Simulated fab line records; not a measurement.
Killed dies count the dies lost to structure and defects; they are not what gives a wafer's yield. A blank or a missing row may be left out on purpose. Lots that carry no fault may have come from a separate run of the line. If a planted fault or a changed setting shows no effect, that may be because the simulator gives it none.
Which of the tools did it? + flow sky130 + 14 lots with 42 wafers sampled at 5 steps, on a route of 708 steps

== WHAT THE GAUGES SHOWED, per wafer ==
SKY_CAP2M_RS_MEAS_03: measures by four-point-probe. Usual: CAP2M_TIN_RS gives 6.90 ohm/sq (standard deviation 0.068).
| lot  | measured     | on            | CAP2M_TIN_RS (ohm/sq) | flag |
|------|--------------|---------------|-----------------------|------|
| L227 | day 40 07:25 | film-metro-01 | 6.92 6.91 6.97        |      |
| L226 | day 40 10:57 | film-metro-02 | 6.80 6.82 6.82        |      |
| L228 | day 40 20:42 | film-metro-04 | 6.85 6.79 6.87        |      |
| L232 | day 41 20:49 | film-metro-04 | 6.87 6.86 6.90        |      |
| L233 | day 41 22:41 | film-metro-02 | 6.91 6.87 6.93        |      |
| L234 | day 42 06:50 | film-metro-04 | 6.87 6.92 6.84        |      |
| L235 | day 42 13:02 | film-metro-04 | 6.85 6.92 6.94        |      |
| L236 | day 42 18:08 | film-metro-01 | 6.92 6.87 6.93        |      |
| L237 | day 43 03:16 | film-metro-01 | 6.92 6.88 6.92        |      |
| L238 | day 43 08:09 | film-metro-02 | 6.96 6.93 6.95        |      |
| L239 | day 43 14:50 | film-metro-01 | 6.81 6.85 6.81        |      |
| L240 | day 44 02:18 | film-metro-04 | 7.01 6.90 6.91        |      |
| L244 | day 45 02:44 | film-metro-04 | 6.93 6.93 6.94        |      |
| L248 | day 46 04:10 | film-metro-04 | 6.97 7.01 6.98        |      |

SKY_VIA4_OVL_MEAS_11. Usual: VIA4_OVL gives 1.2 nm (standard deviation 1.3).
| lot  | measured     | on         | VIA4_OVL (nm)  | flag |
|------|--------------|------------|----------------|------|
| L227 | day 43 08:35 | overlay-02 | 0.8 0.9 1.8    |      |
| L226 | day 43 11:53 | overlay-01 | 1.4 2.7 2.4    |      |
| L228 | day 43 19:53 | overlay-01 | 0.6 1.6 0.2    |      |
| L232 | day 44 19:13 | overlay-01 | 0.4 0.1 -1.7   |      |
| L233 | day 44 20:03 | overlay-02 | 4.5 2.2 2.7    |      |
| L234 | day 45 03:45 | overlay-01 | 0.3 0.9 0.9    |      |
| L235 | day 45 11:08 | overlay-01 | -0.3 -1.2 -2.2 |      |
| L236 | day 45 14:53 | overlay-02 | -1.1 -0.2 0.2  |      |
| L237 | day 46 00:04 | overlay-02 | 1.6 2.5 0.0    |      |
| L238 | day 46 02:19 | overlay-02 | 2.4 0.7 1.7    |      |
| L239 | day 46 09:17 | overlay-01 | 0.7 1.8 3.3    |      |
| L240 | day 46 21:38 | overlay-01 | 0.8 0.6 1.6    |      |
| L244 | day 47 19:50 | overlay-02 | 3.5 2.2        |      |
| L248 | day 48 18:41 | overlay-02 | 1.0 1.4 3.9    |      |

== EACH LOT AND THE TOOL THAT RAN IT (in order: tool; ch and the chambers of the sampled wafers; start) ==
| lot  | SKY_METAL4_SPUTTER_02        | SKY_CAP2M_METAL_ETCH_13           | SKY_METAL4_METAL_ETCH_18          |
|------|------------------------------|-----------------------------------|-----------------------------------|
| L227 | pvd-sputter-03, day 40 07:03 | rie-metal-04 ch 0,1, day 41 07:15 | rie-metal-04 ch 0,1, day 42 08:12 |
| L226 | pvd-sputter-03, day 40 10:38 | rie-metal-04 ch 0,1, day 41 10:58 | rie-metal-04 ch 0,1, day 42 11:50 |
| L228 | pvd-sputter-03, day 40 20:24 | rie-metal-03 ch 0,1, day 41 20:13 | rie-metal-01 ch 0,1, day 42 20:29 |
| L232 | pvd-sputter-04, day 41 20:32 | rie-metal-02 ch 0, day 42 20:31   | rie-metal-04 ch 0,1, day 43 20:11 |
| L233 | pvd-sputter-03, day 41 22:20 | rie-metal-04 ch 0,1, day 42 22:02 | rie-metal-03 ch 0,1, day 43 20:59 |
| L234 | pvd-sputter-04, day 42 06:29 | rie-metal-02 ch 0,1, day 43 05:53 | rie-metal-03 ch 0,1, day 44 05:23 |
| L235 | pvd-sputter-04, day 42 12:44 | rie-metal-03 ch 0,1, day 43 11:54 | rie-metal-03 ch 0,1, day 44 12:07 |
| L236 | pvd-sputter-03, day 42 17:47 | rie-metal-02 ch 0,1, day 43 16:53 | rie-metal-03 ch 0,1, day 44 16:15 |
| L237 | pvd-sputter-04, day 43 02:58 | rie-metal-02 ch 0,1, day 44 02:10 | rie-metal-04 ch 0,1, day 45 01:23 |
| L238 | pvd-sputter-04, day 43 07:50 | rie-metal-03 ch 0,1, day 44 06:07 | rie-metal-01 ch 0,1, day 45 04:23 |
| L239 | pvd-sputter-03, day 43 14:30 | rie-metal-02 ch 0,1, day 44 12:45 | rie-metal-01 ch 0,1, day 45 11:12 |
| L240 | pvd-sputter-03, day 44 01:59 | rie-metal-04 ch 0,1, day 45 00:28 | rie-metal-04 ch 0,1, day 45 23:14 |
| L244 | pvd-sputter-04, day 45 02:26 | rie-metal-02 ch 0,1, day 45 23:55 | rie-metal-04 ch 1, day 46 22:13   |
| L248 | pvd-sputter-04, day 46 03:52 | rie-metal-02 ch 1, day 47 01:34   | rie-metal-03 ch 1, day 47 22:44   |
- SKY_METAL4_SPUTTER_02: material AlCu, target thk 735 nm, time 39.1 s.
- SKY_CAP2M_METAL_ETCH_13: etches TiN in Cl2/BCl3, stops on SiO2, target depth 220 nm, time 62.9 s.
- SKY_METAL4_METAL_ETCH_18: etches the open film in Cl2/BCl3, stops on SiO2, target depth 845 nm, time 183.1 s.

== AS READ BY THE TOOLS THEMSELVES (means over the sampled wafers that have a number; for cases with no such wafer, the mark the record gives instead) ==
SKY_METAL4_SPUTTER_02. Usual: 30.3 % for throttle-valve-pct, sd 0.72.
| lot  | tool           | throttle-valve-pct (%) | flag |
|------|----------------|------------------------|------|
| L227 | pvd-sputter-03 | 30.0                   |      |
| L226 | pvd-sputter-03 | 30.2                   |      |
| L228 | pvd-sputter-03 | 30.2                   |      |
| L232 | pvd-sputter-04 | 30.6                   |      |
| L233 | pvd-sputter-03 | 30.5                   |      |
| L234 | pvd-sputter-04 | 30.3                   |      |
| L235 | pvd-sputter-04 | 30.3                   |      |
| L236 | pvd-sputter-03 | 30.3                   |      |
| L237 | pvd-sputter-04 | 30.2                   |      |
| L238 | pvd-sputter-04 | 29.7                   |      |
| L239 | pvd-sputter-03 | 30.1                   |      |
| L240 | pvd-sputter-03 | 30.0                   |      |
| L244 | pvd-sputter-04 | 30.7                   |      |
| L248 | pvd-sputter-04 | 30.4                   |      |

SKY_CAP2M_METAL_ETCH_13. Usual: drypump-motor-current-A 5.7 A, standard deviation 0.51; oes-product-au 0.942 a.u., standard deviation 0.0071; throttle-valve-pct 21.902 %, standard deviation 0.01.
| lot  | tool         | drypump-motor-current-A (A) | oes-product-au (a.u.) | throttle-valve-pct (%) | flag |
|------|--------------|-----------------------------|-----------------------|------------------------|------|
| L227 | rie-metal-04 | 6.0                         | 0.940                 | 21.904                 |      |
| L226 | rie-metal-04 | 6.0                         | 0.948                 | 21.899                 |      |
| L228 | rie-metal-03 | 5.5                         | 0.950                 | 21.899                 |      |
| L232 | rie-metal-02 | 6.4                         | 0.943                 | 21.903                 |      |
| L233 | rie-metal-04 | 5.7                         | 0.941                 | 21.906                 |      |
| L234 | rie-metal-02 | 5.9                         | 0.941                 | 21.901                 |      |
| L235 | rie-metal-03 | 5.6                         | 0.940                 | 21.909                 |      |
| L236 | rie-metal-02 | 6.0                         | 0.943                 | 21.905                 |      |
| L237 | rie-metal-02 | 6.0                         | 0.944                 | 21.900                 |      |
| L238 | rie-metal-03 | 5.6                         | 0.939                 | 21.908                 |      |
| L239 | rie-metal-02 | 6.0                         | 0.948                 | 21.896                 |      |
| L240 | rie-metal-04 | 5.7                         | 0.941                 | 21.899                 |      |
| L244 | rie-metal-02 | 5.6                         | 0.939                 | 21.901                 |      |
| L248 | rie-metal-02 | 5.2                         | 0.936                 | 21.906                 |      |

SKY_METAL4_METAL_ETCH_18. Usual: drypump-motor-current-A 5.7 A, standard deviation 0.41; oes-product-au 0.867 a.u., standard deviation 0.0056; throttle-valve-pct 22.265 %, standard deviation 0.0089.
| lot  | tool         | drypump-motor-current-A (A) | oes-product-au (a.u.) | throttle-valve-pct (%) | flag |
|------|--------------|-----------------------------|-----------------------|------------------------|------|
| L227 | rie-metal-04 | 6.0                         | 0.860                 | 22.259                 |      |
| L226 | rie-metal-04 | 6.0                         | 0.870                 | 22.263                 |      |
| L228 | rie-metal-01 | 5.4                         | 0.866                 | 22.273                 |      |
| L232 | rie-metal-04 | 5.6                         | 0.869                 | 22.265                 |      |
| L233 | rie-metal-03 | 5.6                         | 0.866                 | 22.257                 |      |
| L234 | rie-metal-03 | 5.7                         | 0.874                 | 22.266                 |      |
| L235 | rie-metal-03 | 5.6                         | 0.870                 | 22.269                 |      |
| L236 | rie-metal-03 | 5.7                         | 0.864                 | 22.263                 |      |
| L237 | rie-metal-04 | 5.6                         | 0.868                 | 22.256                 |      |
| L238 | rie-metal-01 | 5.6                         | 0.867                 | 22.255                 |      |
| L239 | rie-metal-01 | 5.5                         | 0.867                 | 22.270                 |      |
| L240 | rie-metal-04 | 6.0                         | 0.868                 | 22.268                 |      |
| L244 | rie-metal-04 | 5.3                         | 0.979                 | 22.273                 | OFF  |
| L248 | rie-metal-03 | 5.7                         | 0.979                 | 22.269                 | OFF  |

== THE ANSWER, worked out from the rows above alone ==
Rule: lot off if the mean of its wafers having a number is beyond 3 standard deviations from the usual mean. A lot without any number at a reading at which 4 lots or more have one is off too. The other lots that the step has rows for count as sound. First the gauges in route order, then the tools' own readings, where a lot's mean is used as printed above. The first step at which some lot is off is used, and at that step the reading that is off furthest; a lot without a number counts as furthest.
Off: L244, L248 (SKY_METAL4_METAL_ETCH_18, oes-product-au).
A tool fits if, at that step or a process step before it, it ran every lot that is off, and no sound lot after the first of them. This does not decide it: 2 tools fit, namely pvd-sputter-04 at SKY_METAL4_SPUTTER_02 and rie-metal-02 at SKY_CAP2M_METAL_ETCH_13.

== WHAT THE SIMULATOR HAD PUT IN ==
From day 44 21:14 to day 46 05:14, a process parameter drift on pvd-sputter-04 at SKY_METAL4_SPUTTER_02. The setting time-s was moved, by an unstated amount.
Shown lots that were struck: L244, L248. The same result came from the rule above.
